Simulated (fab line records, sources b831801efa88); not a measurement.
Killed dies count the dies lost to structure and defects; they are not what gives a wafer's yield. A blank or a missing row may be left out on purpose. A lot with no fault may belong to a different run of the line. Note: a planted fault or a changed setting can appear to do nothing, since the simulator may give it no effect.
Which tool is to blame? | flow gf180mcu | 15 lots, 45 wafers sampled, at 5 steps of a route of 602

== WHAT THE GAUGES READ, wafer by wafer ==
GF_PSD_CD_MEAS_07: target cd 400 nm.
lot  | measured     | on        | cd-nm (nm)
L184 | day 14 10:05 | cd-sem-02 | 395.3 397.1 397.0
L185 | day 14 14:11 | cd-sem-02 | 397.5 399.6 397.4
L186 | day 15 04:38 | cd-sem-01 | 398.0 398.3 396.9
L187 | day 15 17:20 | cd-sem-02 | 396.1 397.8 399.7
L188 | day 15 22:34 | cd-sem-01 | 399.9 399.7 405.0
L189 | day 16 04:03 | cd-sem-01 | 399.7 401.0 400.5
L192 | day 17 08:14 | cd-sem-02 | 398.4 398.6 399.6
L193 | day 17 19:17 | cd-sem-01 | 397.2 397.2 398.4
L195 | day 18 11:09 | cd-sem-01 | 398.9 398.3 399.8
L196 | day 18 20:09 | cd-sem-02 | 401.5 401.6 403.4
L197 | day 19 01:43 | cd-sem-02 | 401.4 403.4 403.8
L201 | day 21 05:31 | cd-sem-01 | 400.9 401.8 400.7
L204 | day 21 21:46 | cd-sem-02 | 399.5 399.4 398.8
L205 | day 22 02:10 | cd-sem-02 | 401.4 400.5 399.4
L206 | day 22 09:25 | cd-sem-02 | 395.9 399.3 396.2

GF_PSD_RS_MEAS_14: measures by four-point-probe.
lot  | measured     | on            | NSD_RS (ohm/sq)
L184 | day 14 10:41 | film-metro-04 | 46.30 46.14 46.14
L185 | day 14 14:47 | film-metro-04 | 46.15 46.10 46.04
L186 | day 15 05:14 | film-metro-04 | 46.22 46.19 46.24
L187 | day 15 17:56 | film-metro-03 | 46.16 46.06 46.03
L188 | day 15 23:10 | film-metro-01 | 46.00 46.04 46.00
L189 | day 16 04:39 | film-metro-01 | 46.07 45.97 46.00
L192 | day 17 08:50 | film-metro-03 | 46.13 46.28 46.14
L193 | day 17 19:56 | film-metro-03 | 46.13 46.13 46.15
L195 | day 18 11:47 | film-metro-04 | 53.16 53.25 53.16
L196 | day 18 20:45 | film-metro-03 | 53.15 53.12 53.13
L197 | day 19 02:25 | film-metro-01 | 52.99 53.09 53.02
L201 | day 21 06:07 | film-metro-03 | 46.20 46.19 46.14
L204 | day 21 22:22 | film-metro-03 | 46.01 46.13 46.17
L205 | day 22 02:47 | film-metro-01 | 46.05 46.12 46.17
L206 | day 22 10:01 | film-metro-01 | 45.98 46.11 46.09

GF_M1_OVL_MEAS_15.
lot  | measured     | on         | M1_OVL (nm)
L184 | day 17 06:53 | overlay-02 | -18 -9 -13
L185 | day 17 12:13 | overlay-01 | -3 -4 -8
L186 | day 18 04:16 | overlay-02 | -3 -8 -7
L187 | day 18 16:42 | overlay-02 | -3 4 -4
L188 | day 19 00:25 | overlay-02 | -1 -6 -9
L189 | day 19 05:47 | overlay-01 | -4 -3 1
L192 | day 20 12:40 | overlay-02 | -3 -1 -3
L193 | day 21 00:02 | overlay-02 | -13 -15 -8
L201 | day 24 05:35 | overlay-02 | -5 -4 2
L204 | day 24 20:58 | overlay-02 | -5 -11 -6
L205 | day 25 01:32 | overlay-02 | -8 -5 1
L206 | day 25 07:20 | overlay-02 | -1 -3 7

== TOOL THAT RAN EACH LOT (tool first, then ch and the chambers of the sampled wafers, then the start) ==
lot  | GF_NSD_IMPLANT_10               | GF_NSD_STRIP_11
L184 | implanter-01 ch 0, day 13 13:54 | plasma-asher-04 ch 0,1, day 13 14:03
L185 | implanter-03 ch 0, day 13 17:03 | plasma-asher-04 ch 0,1, day 13 17:11
L186 | implanter-03 ch 0, day 14 07:49 | plasma-asher-04 ch 0,1, day 14 07:57
L187 | implanter-04 ch 0, day 14 19:54 | plasma-asher-03 ch 0,1, day 14 20:03
L188 | implanter-03 ch 0, day 15 00:53 | plasma-asher-01 ch 0, day 15 01:01
L189 | implanter-03 ch 0, day 15 06:52 | plasma-asher-03 ch 0,1, day 15 06:59
L192 | implanter-01 ch 0, day 16 09:59 | plasma-asher-03 ch 0,1, day 16 10:08
L193 | implanter-04 ch 0, day 16 20:08 | plasma-asher-04 ch 0,1, day 16 20:17
L195 | implanter-04, day 17 11:02      | plasma-asher-01 ch 0,1, day 17 11:10
L196 | implanter-01, day 17 20:16      | plasma-asher-03 ch 0, day 17 20:23
L197 | implanter-01, day 18 01:26      | plasma-asher-04 ch 0,1, day 18 01:35
L201 | implanter-01 ch 0, day 20 05:02 | plasma-asher-01 ch 0, day 20 05:11
L204 | implanter-01 ch 0, day 20 22:31 | plasma-asher-03 ch 0,1, day 20 22:37
L205 | implanter-01 ch 0, day 21 02:13 | plasma-asher-01 ch 0,1, day 21 02:22
L206 | implanter-03 ch 0, day 21 10:34 | plasma-asher-04 ch 0,1, day 21 10:43
- GF_NSD_IMPLANT_10
- GF_NSD_STRIP_11: strips in O2/N2.

== WHAT THE TOOLS THEMSELVES READ (means of the sampled wafers that have a number; where no wafer has one, the mark that the record gives instead) ==
GF_NSD_IMPLANT_10.
lot  | tool         | beam-energy-keV | beam-on-s (s)
L184 | implanter-01 | 39.992          | 9.91
L185 | implanter-03 | 39.988          | 10.16
L186 | implanter-03 | 40.012          | 10.07
L187 | implanter-04 | 40.007          | 10.17
L188 | implanter-03 | 40.003          | 10.05
L189 | implanter-03 | 39.984          | 10.00
L192 | implanter-01 | 40.002          | 9.94
L193 | implanter-04 | 40.010          | 10.06
L195 | implanter-04 | -               | -
L196 | implanter-01 | -               | -
L197 | implanter-01 | -               | -
L201 | implanter-01 | 39.988          | 10.06
L204 | implanter-01 | 39.979          | 9.94
L205 | implanter-01 | 40.003          | 9.94
L206 | implanter-03 | 39.989          | 9.86

GF_NSD_STRIP_11.
lot  | tool            | drypump-motor-current-A (A) | heater-power-w (W) | oes-product-au (a.u.) | strip-time-to-endpoint-s (s)
L184 | plasma-asher-04 | 5.47                        | 320                | 0.484                 | 22.97
L185 | plasma-asher-04 | 5.48                        | 321                | 0.493                 | 22.92
L186 | plasma-asher-04 | 5.49                        | 322                | 0.491                 | 22.90
L187 | plasma-asher-03 | 5.45                        | 331                | 0.489                 | 22.99
L188 | plasma-asher-01 | 5.88                        | 388                | 0.486                 | 22.92
L189 | plasma-asher-03 | 5.64                        | 340                | 0.479                 | 22.88
L192 | plasma-asher-03 | 5.47                        | 331                | 0.491                 | 22.96
L193 | plasma-asher-04 | 5.48                        | 325                | 0.483                 | 22.92
L195 | plasma-asher-01 | 5.75                        | 385                | 0.496                 | 22.45
L196 | plasma-asher-03 | 5.85                        | 340                | 0.491                 | 22.38
L197 | plasma-asher-04 | 5.47                        | 328                | 0.493                 | 22.46
L201 | plasma-asher-01 | 5.87                        | 387                | 0.485                 | 22.97
L204 | plasma-asher-03 | 5.46                        | 337                | 0.490                 | 23.03
L205 | plasma-asher-01 | 5.76                        | 379                | 0.487                 | 22.96
L206 | plasma-asher-04 | 5.63                        | 338                | 0.487                 | 22.96

== THE ANSWER, worked out from the rows above alone ==
Rule: what is usual is taken from the lots themselves. The widest of any qualifying gaps counts: lots, ordered by their means at a reading, are off when they make up no more than a third of the lots, leave a main group of 4 or more, and stand apart from it by 3 or more times the standard deviation of that group's means. A main group is skipped when, at the precision printed for the reading in the tables above, its means are all equal. Also off: a lot with no number at a reading for which 4 or more lots have one. The other lots that the step has rows for count as sound. Order of review: gauges by route order, followed by the tools' own readings, for which a lot's mean as printed above is used. The first step at which some lot is off is used, and at that step the reading that is off furthest; a lot without a number counts as furthest.
Off: at GF_PSD_RS_MEAS_14 (NSD_RS), L195, L196, L197. Mean 46.12 ohm/sq and standard deviation 0.065 in the main group.
A tool fits if, at a process step before that reading, it ran every lot that is off, and no sound lot after the first of them. The gauges at GF_PSD_RS_MEAS_14 aren't tried: what is off there is off at GF_NSD_IMPLANT_10 too, on other tools, and a gauge's error can't cause that. None of those tried fits.

== WHAT WAS PUT IN BY THE SIMULATOR ==
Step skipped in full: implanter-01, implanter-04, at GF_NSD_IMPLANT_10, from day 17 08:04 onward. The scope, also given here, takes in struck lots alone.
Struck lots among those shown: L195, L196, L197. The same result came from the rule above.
